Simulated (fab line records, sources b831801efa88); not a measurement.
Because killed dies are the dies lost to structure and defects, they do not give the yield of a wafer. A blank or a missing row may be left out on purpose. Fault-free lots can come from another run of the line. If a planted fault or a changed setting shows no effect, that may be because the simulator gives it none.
fab line records	flow sfq_line
[record] lots = 6	wafers = 18	last_day = 91
route steps=325 shown L0V@17 M0@28 I0@43 M1@58 M8@325
lots that met no fault: from a run of the same line without faults
start_h: hours from the record's opening day to when the first of the lot's shown wafers began	wait_h: hours since the lot's step before	" same as the row above	L1.1+2: several wafers, shown together as one row	- value missing, or start not given	* or withheld: withheld	< > ~ a bound
route shown NAME@n: a module of which the file shows steps, and the number in the route of the first	usual: mean/standard deviation taken from wafers without a fault	same: alike in all rows	chamber/n: place in a boat	sites: the reading at each site	_std_site: standard deviation of those values	_edge_site: mean of outer sites minus mean of inner sites	radius_mm: for every site, how far away it sits from the centre of the wafer	mask NAME#n: copy n	behind: the tool/chamber that last shaped the wafer	hold: what put the lot on hold/how long, in hours/how the hold closed	device: the transistor (n, p or np) that didn't switch	end of line: the route-end tests of the same wafers	step lacking rows: just its recipe	killed: dies that structure and defects cost at the first sort, which is not the same as the wafer's yield	map: per-die view of a wafer (x killed, . not killed, _ where there is no die)
set.NAME: the run value of the setting; set.NAME@STEP: its run value at that earlier step	model.NAME: the simulator's own value behind a step, which no gauge read
certain route steps with their lots: each step a table, each wafer a row
services: a tool's chamber out of use, with start hour (start_h, from the record's first day; less than 0 if before it), hours out, and reason
[[steps]]
[step SFQ_TRILAYER_L0_VIA_LITHO_COAT_018]
[recipe] resist = BARC	spin_rpm = 3000	resist_thk_nm = 62
[step SFQ_TRILAYER_L0_VIA_LITHO_COAT_013]
[recipe] resist = KrF	spin_rpm = 3000	resist_thk_nm = 650
[step SFQ_TRILAYER_L0_VIA_LITHO_SOFTBAKE_017]
[recipe] temp_c = withheld	time_s = withheld	resist = KrF
[step SFQ_TRILAYER_L0_VIA_LITHO_EXPOSE_014]
[recipe] mask_id = L0V	na = 0.6	source_shape = conventional	sigma_outer = 0.65	target_cd_nm = 700	dose_mj = 21.3
[step SFQ_TRILAYER_L0_VIA_LITHO_PEB_016]
[recipe] peb_temp_c = 115	peb_time_s = 60	resist = KrF
[step SFQ_TRILAYER_L0_VIA_LITHO_DEVELOP_015]
[recipe] time_s = 60	resist = KrF
[step SFQ_L0V_OVL_MEAS_903]
[usual] L0V_OVL = 0/5.1
lot.wafer	tool	chamber	start_h	wait_h	L0V_OVL[nm]
L288.3	overlay-02	-	95.87	0.1	5
L288.4	"	-	"	"	-4
L288.5	"	-	"	"	8
L290.2	overlay-02	-	110.26	0.1	5
L290.5	"	-	"	"	-1
L290.6	"	-	"	"	1
L297.3	overlay-01	-	148.22	0.1	4
L297.4	"	-	"	"	1
L297.5	"	-	"	"	-1
L298.1	overlay-01	-	154.00	0.1	12
L298.5	"	-	"	"	9
L298.6	"	-	"	"	9
L301.3	overlay-02	-	167.22	0.1	-5
L301.4	"	-	"	"	3
L301.6	"	-	"	"	5
L305.3	overlay-02	-	185.32	0.1	8
L305.4	"	-	"	"	8
L305.5	"	-	"	"	6
[step SFQ_TRILAYER_L0_VIA_BARC_OPEN_VIA_ETCH_021]
[recipe] mask_material = PR	chemistry = O2	target_depth_nm = 125	target = BARC	source_w = 500	bias_w = 80	pressure_mtorr = 30	time_s = 41.7
[step SFQ_TRILAYER_L0_VIA_ETCH_VIA_ETCH_016]
[recipe] target = SiO2	stop_on = MoNx_KI	mask_material = PR	chemistry = CHF3	target_depth_nm = 80	source_w = 500	bias_w = 80	pressure_mtorr = 30	time_s = withheld
[step SFQ_TRILAYER_L0_VIA_STRIP_STRIP_017]
[recipe] gas = O2	power_w = 200	platen_temp_c = 40	overash_fraction = 0.65	chemistry = O2	pressure_mtorr = 50
[step SFQ_TRILAYER_L0_VIA_STRIP_SOLV_CLEAN_018]
[recipe] chemistry = NMP	temp_c = 70	time_s = 600
[step SFQ_TRILAYER_M0_DEP_PRE_CLEAN_020]
[recipe] gas = Ar	time_s = 15	bias_v = 250
[step SFQ_TRILAYER_M0_DEP_SPUTTER_019]
[recipe] material = Nb	base_pressure_pa = 1.33e-06	chamber_pressure_pa = 0.1333	substrate_temp_c = 20	resputter_cathode_voltage_v = 400	target_thk_nm = 200	power_w = 2000	time_s = 133.3
[usual] cathode_dc_power_W = 2000.0/0.4	throttle_valve_pct = 29.0/1
lot.wafer	tool	chamber	start_h	wait_h	cathode_dc_power_W	throttle_valve_pct	model.Nb_of_TRILAYER_M0_DEP_SPUTTER_019.thk_nm
L288.3	pvd_sputter-05	-	96.79	0.0	2000.7	27.5	200.8
L288.4	"	-	"	"	1999.2	27.6	200.4
L288.5	"	-	"	"	1999.4	27.1	198.7
L290.2	pvd_sputter-06	-	111.19	0.0	2000.4	29.6	200.3
L290.5	"	-	"	"	2000.5	29.2	196.2
L290.6	"	-	"	"	2000.1	29.7	202.3
L297.3	pvd_sputter-05	-	149.13	0.0	1999.8	27.3	200.1
L297.4	"	-	"	"	2000.5	28.4	119.2
L297.5	"	-	"	"	2000.2	28.2	119.1
L298.1	pvd_sputter-05	-	154.96	0.0	1998.8	28.2	120.4
L298.5	"	-	"	"	1999.3	27.5	199.4
L298.6	"	-	"	"	2000.3	28.1	119.8
L301.3	pvd_sputter-04	-	168.14	0.0	2000.5	29.8	199.9
L301.4	"	-	"	"	2000.1	29.7	197.8
L301.6	"	-	"	"	1999.8	29.1	197.6
L305.3	pvd_sputter-04	-	186.23	0.0	1999.9	30.1	200.1
L305.4	"	-	"	"	1999.3	29.8	199.6
L305.5	"	-	"	"	2000.5	30.0	200.1
[step SFQ_M0_RS_MEAS_904]
[recipe] thk_meas_gauge = four-point-probe	reads = Nb_of_TRILAYER_M0_DEP_SPUTTER_019
[usual] M0_NB_RS = 0.888/0.0093
lot.wafer	tool	chamber	start_h	wait_h	hold	M0_NB_RS[ohm/sq]
L288.3	film_metro-03	-	96.92	0.1	-	0.886
L288.4	"	-	"	"	-	0.888
L288.5	"	-	"	"	-	0.895
L290.2	film_metro-02	-	111.30	0.1	-	0.889
L290.5	"	-	"	"	-	0.907
L290.6	"	-	"	"	-	0.879
L297.3	film_metro-04	-	149.26	0.1	await_dispo/0.2h/release	0.887
L297.4	"	-	"	"	await_dispo/0.2h/release	1.505
L297.5	"	-	"	"	await_dispo/0.2h/release	1.504
L297.3	film_metro-04	-	149.54	0.3	-	0.888
L297.4	"	-	"	"	-	1.506
L297.5	"	-	"	"	-	1.507
L298.1	film_metro-02	-	155.12	0.1	await_dispo/0.2h/release	1.492
L298.5	"	-	"	"	await_dispo/0.2h/release	0.893
L298.6	"	-	"	"	await_dispo/0.2h/release	1.496
L298.1	film_metro-02	-	155.41	0.3	-	1.493
L298.5	"	-	"	"	-	0.892
L298.6	"	-	"	"	-	1.496
L301.3	film_metro-03	-	168.27	0.1	-	0.892
L301.4	"	-	"	"	-	0.899
L301.6	"	-	"	"	-	0.902
L305.3	film_metro-02	-	186.36	0.1	-	0.891
L305.4	"	-	"	"	-	0.890
L305.5	"	-	"	"	-	0.887
[step SFQ_TRILAYER_M0_LITHO_COAT_021]
[recipe] resist = KrF	spin_rpm = 3000	resist_thk_nm = 600
[step SFQ_TRILAYER_M0_LITHO_SOFTBAKE_025]
[recipe] temp_c = withheld	time_s = withheld	resist = KrF
[step SFQ_TRILAYER_M0_LITHO_EXPOSE_022]
[recipe] mask_id = M0	na = 0.6	source_shape = conventional	sigma_outer = 0.65	target_cd_nm = 500	dose_mj = 14.4
[step SFQ_TRILAYER_M0_LITHO_PEB_024]
[recipe] peb_temp_c = 115	peb_time_s = 60	resist = KrF
[step SFQ_TRILAYER_M0_LITHO_DEVELOP_023]
[recipe] time_s = 60	resist = KrF
[step SFQ_M0_OVL_MEAS_906]
[usual] M0_OVL = 3/5.5
lot.wafer	tool	chamber	start_h	wait_h	M0_OVL[nm]
L288.3	overlay-01	-	156.96	0.1	-1
L288.4	"	-	"	"	2
L288.5	"	-	"	"	-2
L290.2	overlay-02	-	176.15	0.1	2
L290.5	"	-	"	"	3
L290.6	"	-	"	"	4
L297.3	overlay-01	-	219.48	0.1	5
L297.4	"	-	"	"	-5
L297.5	"	-	"	"	3
L298.1	overlay-01	-	226.94	0.1	1
L298.5	"	-	"	"	3
L298.6	"	-	"	"	5
L301.3	overlay-01	-	238.96	0.1	13
L301.4	"	-	"	"	16
L301.6	"	-	"	"	15
L305.3	overlay-01	-	259.53	0.1	2
L305.4	"	-	"	"	4
L305.5	"	-	"	"	2
[step SFQ_TRILAYER_M0_BARC_OPEN_METAL_ETCH_031]
[recipe] mask_material = PR	chemistry = O2	target_depth_nm = 125	target = BARC	icp_w = 600	bias_w = 80	pressure_mtorr = 10	time_s = 41.7
[step SFQ_TRILAYER_M0_ETCH_METAL_ETCH_024]
[recipe] target = Nb	stop_on = SiO2	mask_material = PR	chemistry = Cl2/Ar	target_depth_nm = 240	icp_w = 600	bias_w = 80	pressure_mtorr = 10	time_s = 120
[usual] drypump_motor_current_A = 5.7/0.53	oes_product_au = 0.896/0.0069
lot.wafer	tool	chamber	start_h	wait_h	drypump_motor_current_A	oes_product_au	rf_hours_counter_h
L288.3	rie_metal-04	1	157.08	0.1	5.7	0.904	-
L288.4	"	0	"	"	6.2	0.894	-
L288.5	"	0	"	"	6.2	0.891	-
L290.2	rie_metal-03	0	176.24	0.0	5.1	0.899	15
L290.5	"	0	"	"	5.1	0.886	-
L290.6	"	1	"	"	6.5	0.902	-
L297.3	rie_metal-04	1	219.60	0.1	5.7	0.903	-
L297.4	"	0	"	"	6.2	0.687	-
L297.5	"	0	"	"	6.1	0.680	-
L298.1	rie_metal-01	0	227.04	0.0	5.0	0.678	100
L298.5	"	0	"	"	5.0	0.896	-
L298.6	"	1	"	"	5.6	0.689	-
L301.3	rie_metal-01	1	239.08	0.1	5.6	0.893	-
L301.4	"	0	"	"	5.0	0.889	-
L301.6	"	0	"	"	5.0	0.892	-
L305.3	rie_metal-01	1	259.65	0.1	5.6	0.883	-
L305.4	"	0	"	"	5.0	0.887	-
L305.5	"	1	"	"	5.6	0.892	-
[step SFQ_TRILAYER_M0_STRIP_STRIP_025]
[recipe] gas = O2	power_w = 200	platen_temp_c = 40	overash_fraction = 0.65	chemistry = O2	pressure_mtorr = 50
[usual] drypump_motor_current_A = 5.7/0.53	oes_product_au = 1.006/0.012
lot.wafer	tool	chamber	start_h	wait_h	drypump_motor_current_A	oes_product_au	rf_hours_counter_h
L288.3	rie_metal-04	1	157.36	0.2	5.7	1.025	-
L288.4	"	0	"	"	6.2	1.005	-
L288.5	"	0	"	"	6.1	1.027	-
L290.2	rie_metal-03	0	176.36	0.1	5.1	0.990	15
L290.5	"	0	"	"	5.1	0.993	-
L290.6	"	1	"	"	6.5	1.005	-
L297.3	rie_metal-04	1	219.89	0.2	5.7	1.022	-
L297.4	"	0	"	"	6.2	0.998	-
L297.5	"	0	"	"	6.2	0.994	-
L298.1	rie_metal-01	0	227.16	0.1	5.0	0.990	100
L298.5	"	0	"	"	5.0	0.989	-
L298.6	"	1	"	"	5.6	1.004	-
L301.3	rie_metal-01	1	239.36	0.2	5.6	0.994	-
L301.4	"	0	"	"	5.0	0.993	-
L301.6	"	0	"	"	5.0	0.997	-
L305.3	rie_metal-01	1	259.94	0.2	5.6	0.984	-
L305.4	"	0	"	"	5.0	0.996	-
L305.5	"	1	"	"	5.6	0.993	-
[step SFQ_TRILAYER_M0_STRIP_SOLV_CLEAN_026]
[recipe] chemistry = NMP	temp_c = 70	time_s = 600
[step SFQ_TRILAYER_I0_DEP_PECVD_027]
[recipe] material = SiO2	temp_c = 150	time_s = 111.11	pressure_torr = 2.4	rf_w = 183.3	precursor = SiH4/N2O	target_thk_nm = 500
[usual] heater_power_w = 86/18	throttle_valve_pct = 25.2/1.7
lot.wafer	tool	chamber	start_h	wait_h	heater_power_w	throttle_valve_pct
L288.3	pecvd-04	2	157.94	0.0	113	23.7
L288.4	"	0	"	"	72	26.1
L288.5	"	1	"	"	71	25.0
L290.2	pecvd-04	0	177.14	0.0	76	26.4
L290.5	"	0	"	"	60	26.3
L290.6	"	1	"	"	69	24.9
L297.3	pecvd-01	0	220.46	0.0	78	21.9
L297.4	"	0	"	"	78	21.7
L297.5	"	2	"	"	78	22.9
L298.1	pecvd-04	1	227.94	0.0	69	25.2
L298.5	"	2	"	"	113	23.8
L298.6	"	1	"	"	72	25.1
L301.3	pecvd-04	1	239.94	0.0	71	25.3
L301.4	"	0	"	"	60	26.5
L301.6	"	2	"	"	117	23.6
L305.3	pecvd-04	0	260.51	0.0	69	26.7
L305.4	"	2	"	"	109	23.3
L305.5	"	1	"	"	67	24.9
[step SFQ_TRILAYER_I0_CMP_CMP_028]
[recipe] material = SiO2	down_force_psi = 3	platen_rpm = 60	pad_velocity_m_s = 0.94248
[usual] motor_current_A = 10.0/0.75	slurry_flow_ml_min = 150.0/0.48	time_to_endpoint_s = 208/8.8
lot.wafer	tool	chamber	start_h	wait_h	motor_current_A	slurry_flow_ml_min	time_to_endpoint_s
L288.3	cmp-01	2	162.92	4.9	10.7	150.5	207
L288.4	"	0	163.92	5.9	11.2	150.1	228
L288.5	"	2	164.92	6.9	11.2	150.2	225
L290.2	cmp-01	0	188.42	11.2	10.6	149.9	226
L290.6	"	1	"	"	9.8	150.0	216
L290.5	"	2	"	"	10.7	150.3	224
L297.4	cmp-02	1	223.65	3.1	9.2	149.8	205
L297.3	"	2	"	"	8.7	149.5	207
L297.5	"	0	225.15	4.6	10.6	149.5	196
L298.1	cmp-02	2	232.65	4.7	8.9	150.1	214
L298.5	"	1	234.15	6.1	9.5	150.1	203
L298.6	"	2	"	"	9.2	150.3	215
L301.3	cmp-01	1	252.05	12.1	9.8	150.5	207
L301.4	"	2	"	"	11.3	149.9	208
L301.6	"	3	"	"	9.4	149.6	216
L305.4	cmp-01	0	266.55	6.0	11.4	149.8	216
L305.3	"	1	"	"	10.2	150.2	207
L305.5	"	3	268.05	7.5	9.0	150.4	204
[step SFQ_I0_BOW_MEAS_907]
[recipe] mode = bow
[usual] I0_BOW = 1/7.4
lot.wafer	tool	chamber	start_h	wait_h	I0_BOW[um]
L288.3	film_metro-03	-	165.96	2.5	-14
L288.4	"	-	"	"	4
L288.5	"	-	"	"	7
L290.2	film_metro-04	-	189.94	1.0	-3
L290.5	"	-	"	"	-8
L290.6	"	-	"	"	-21
L297.3	film_metro-04	-	226.19	1.5	-9
L297.4	"	-	"	"	-4
L297.5	"	-	"	"	1
L298.1	film_metro-03	-	235.15	2.0	-6
L298.5	"	-	"	"	15
L298.6	"	-	"	"	2
L301.3	film_metro-03	-	254.09	1.5	16
L301.4	"	-	"	"	10
L301.6	"	-	"	"	12
L305.3	film_metro-03	-	269.09	1.5	5
L305.4	"	-	"	"	-12
L305.5	"	-	"	"	-5
[step SFQ_TRILAYER_I0_METRO_MEASURE_029]
[step SFQ_TRILAYER_I0_VIA_LITHO_COAT_036]
[recipe] resist = BARC	spin_rpm = 3000	resist_thk_nm = 62
[step SFQ_TRILAYER_I0_VIA_LITHO_COAT_031]
[recipe] resist = KrF	spin_rpm = 3000	resist_thk_nm = 650
[step SFQ_TRILAYER_I0_VIA_LITHO_SOFTBAKE_035]
[recipe] temp_c = withheld	time_s = withheld	resist = KrF
[step SFQ_TRILAYER_I0_VIA_LITHO_EXPOSE_032]
[recipe] mask_id = I0	na = 0.6	source_shape = conventional	sigma_outer = 0.65	target_cd_nm = 500	dose_mj = 21.3
[step SFQ_TRILAYER_I0_VIA_LITHO_PEB_034]
[recipe] peb_temp_c = 115	peb_time_s = 60	resist = KrF
[step SFQ_TRILAYER_I0_VIA_LITHO_DEVELOP_033]
[recipe] time_s = 60	resist = KrF
[step SFQ_I0_OVL_MEAS_908]
[usual] I0_OVL = -6/4.9
lot.wafer	tool	chamber	start_h	wait_h	I0_OVL[nm]
L288.3	overlay-01	-	206.92	0.1	-10
L288.4	"	-	"	"	-6
L288.5	"	-	"	"	-14
L290.2	overlay-02	-	227.31	0.1	-3
L290.5	"	-	"	"	-2
L290.6	"	-	"	"	-3
L297.3	overlay-02	-	265.81	0.1	0
L297.4	"	-	"	"	-3
L297.5	"	-	"	"	-1
L298.1	overlay-02	-	274.20	0.1	-3
L298.5	"	-	"	"	-10
L298.6	"	-	"	"	-14
L301.3	overlay-02	-	293.06	0.1	-11
L301.4	"	-	"	"	-6
L301.6	"	-	"	"	-5
L305.3	overlay-01	-	313.32	0.1	-12
L305.4	"	-	"	"	-11
L305.5	"	-	"	"	-9
[step SFQ_TRILAYER_I0_VIA_BARC_OPEN_VIA_ETCH_046]
[recipe] mask_material = PR	chemistry = O2	target_depth_nm = 125	target = BARC	source_w = 500	bias_w = 80	pressure_mtorr = 30	time_s = 41.7
[step SFQ_TRILAYER_I0_VIA_ETCH_VIA_ETCH_034]
[recipe] target = SiO2	stop_on = Nb	mask_material = PR	taper_deg = 20	chemistry = CHF3	target_depth_nm = 260	source_w = 500	bias_w = 80	pressure_mtorr = 30	time_s = withheld
[usual] drypump_motor_current_A = 5.8/0.34	oes_product_au = 0.853/0.0051
lot.wafer	tool	chamber	start_h	wait_h	drypump_motor_current_A	oes_product_au
L288.3	rie_diel-02	1	206.98	0.0	6.1	0.845
L288.4	"	3	"	"	5.9	0.859
L288.5	"	0	"	"	5.6	0.848
L290.2	rie_diel-02	2	227.38	0.0	5.9	0.855
L290.5	"	2	"	"	5.9	0.850
L290.6	"	3	"	"	5.9	0.848
L297.3	rie_diel-03	0	265.88	0.0	6.2	0.855
L297.4	"	3	"	"	5.0	0.852
L297.5	"	2	"	"	5.7	0.850
L298.1	rie_diel-03	0	274.28	0.0	6.2	0.858
L298.5	"	1	"	"	5.8	0.844
L298.6	"	0	"	"	6.2	0.859
L301.3	rie_diel-02	0	293.12	0.0	5.6	0.853
L301.4	"	3	"	"	5.9	0.853
L301.6	"	1	"	"	6.1	0.855
L305.3	rie_diel-02	2	313.38	0.0	5.9	0.853
L305.4	"	2	"	"	5.8	0.862
L305.5	"	3	"	"	5.9	0.859
[step SFQ_TRILAYER_I0_VIA_STRIP_STRIP_035]
[recipe] gas = O2	power_w = 200	platen_temp_c = 40	overash_fraction = 0.65	chemistry = O2	pressure_mtorr = 50
[usual] drypump_motor_current_A = 5.9/0.5	oes_product_au = 0.992/0.012
lot.wafer	tool	chamber	start_h	wait_h	drypump_motor_current_A	oes_product_au	rf_hours_counter_h
L288.3	rie_metal-02	1	207.29	-	5.8	1.003	-
L288.4	"	0	"	"	6.3	0.976	-
L288.5	"	1	"	"	5.8	0.998	-
L290.2	rie_metal-02	0	227.49	-	6.3	0.983	22
L290.5	"	1	"	"	5.8	1.005	-
L290.6	"	0	"	"	6.3	0.971	-
L297.3	rie_metal-02	0	266.19	-	6.3	0.980	-
L297.4	"	1	"	"	5.9	0.989	-
L297.5	"	1	"	"	5.8	0.987	-
L298.1	rie_metal-02	0	274.39	-	6.3	0.975	30
L298.5	"	1	"	"	5.8	1.003	-
L298.6	"	0	"	"	6.3	0.968	-
L301.3	rie_metal-02	1	293.43	-	5.9	1.009	-
L301.4	"	0	"	"	6.3	0.987	-
L301.6	"	0	"	"	6.3	0.976	-
L305.3	rie_metal-01	0	313.70	-	5.0	0.993	-
L305.4	"	1	"	"	5.6	0.991	-
L305.5	"	0	"	"	5.0	1.007	-
[step SFQ_TRILAYER_I0_VIA_STRIP_SOLV_CLEAN_036]
[recipe] chemistry = NMP	temp_c = 70	time_s = 600
[step SFQ_TRILAYER_M1_DEP_PRE_CLEAN_038]
[recipe] gas = Ar	time_s = 22.5	bias_v = 250
[step SFQ_M8_BOW_MEAS_951]
[recipe] mode = bow
[usual] M8_BOW = 9/11
lot.wafer	tool	chamber	start_h	wait_h	M8_BOW[um]	model.etest.m0.ohm_um	model.etest.i0.link_ohm	model.etest.m0.ohm_sq
L288.3	film_metro-03	-	2046.88	0.0	-8	1.772	1.965	0.8859
L288.4	"	-	"	"	11	1.772	1.974	0.8875
L288.5	"	-	"	"	13	1.79	1.979	0.8952
L290.2	film_metro-04	-	2051.66	0.0	3	1.771	1.962	0.8881
L290.5	"	-	"	"	-1	1.808	1.98	0.9064
L290.6	"	-	"	"	-13	1.766	1.931	0.8791
L297.3	film_metro-03	-	2078.37	0.0	-6	1.773	1.956	0.8887
L297.4	"	-	"	"	-3	2.983	2.563	1.492
L297.5	"	-	"	"	2	2.99	2.554	1.493
L298.1	film_metro-01	-	2080.81	0.0	7	2.969	2.574	1.478
L298.5	"	-	"	"	29	1.791	1.984	0.892
L298.6	"	-	"	"	17	3.012	2.574	1.485
L301.3	film_metro-01	-	2171.34	0.0	31	1.796	1.977	0.8898
L301.4	"	-	"	"	24	1.799	1.98	0.8991
L301.6	"	-	"	"	26	1.808	1.987	0.9001
L305.3	film_metro-04	-	2188.27	0.0	30	1.773	1.977	0.889
L305.4	"	-	"	"	11	1.774	1.959	0.8911
L305.5	"	-	"	"	18	1.778	1.962	0.8887
[[services]]
tool	chamber	start_h	hours	kind
rie_diel-02	0	79.94	1.4	repair
pecvd-04	-	81.07	2.8	pm
pecvd-04	-	86.28	1.7	repair
cmp-02	-	94.64	4.5	repair
rie_metal-04	-	110.51	2.8	pm
rie_diel-02	2	121.13	6.9	repair
cmp-02	-	129.24	1.4	repair
rie_metal-04	1	129.40	4.3	repair
pvd_sputter-04	-	130.20	1.3	repair
rie_metal-02	-	131.68	15.6	pm
rie_diel-02	0	146.40	1.3	repair
cmp-01	-	147.34	1.6	repair
rie_metal-01	-	148.47	16.1	repair
cmp-02	-	154.15	7.8	repair
pecvd-04	-	170.78	1.1	repair
pvd_sputter-05	-	182.51	4.7	repair
pecvd-04	1	182.53	18.8	repair
pecvd-04	0	183.83	11.9	repair
pecvd-04	2	188.75	2.6	repair
rie_diel-02	2	193.84	8.5	repair
cmp-01	-	229.04	1.0	repair
cmp-01	-	231.92	7.1	pm
rie_diel-02	0	269.45	7.8	repair
rie_metal-04	1	289.96	2.2	repair
[[key]]
[first_sign] step = SFQ_M0_RS_MEAS_904	reading = visit	direction = added
[effect] step = SFQ_M0_RS_MEAS_904	reading = M0_NB_RS	direction = up	sigmas = 66	usual = 0.888	struck = 1.499
[effect] step = SFQ_TRILAYER_M0_ETCH_METAL_ETCH_024	reading = oes_product_au	direction = down	sigmas = 31	usual = 0.896	struck = 0.683
[model_effect] step = SFQ_TRILAYER_M0_DEP_SPUTTER_019	value = Nb_of_TRILAYER_M0_DEP_SPUTTER_019.thk_nm	without = 200.2	struck = 119.6
[model_effect] step = SFQ_M8_BOW_MEAS_951	value = etest.m0.ohm_um	without = 1.785	struck = 2.988
met_at SFQ_TRILAYER_M0_DEP_SPUTTER_019
struck_wafers L297.4,L297.5,L298.1,L298.6
[fault] kind = process_parameter_drift	tool = pvd_sputter-05	chamber = -	onset_h = 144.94	steps = SFQ_TRILAYER_M0_DEP_SPUTTER_019	channel = time_s	offset = *	shape = step	end_h = 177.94	acts_in = *	stated = *	scope = struck_wafers_only
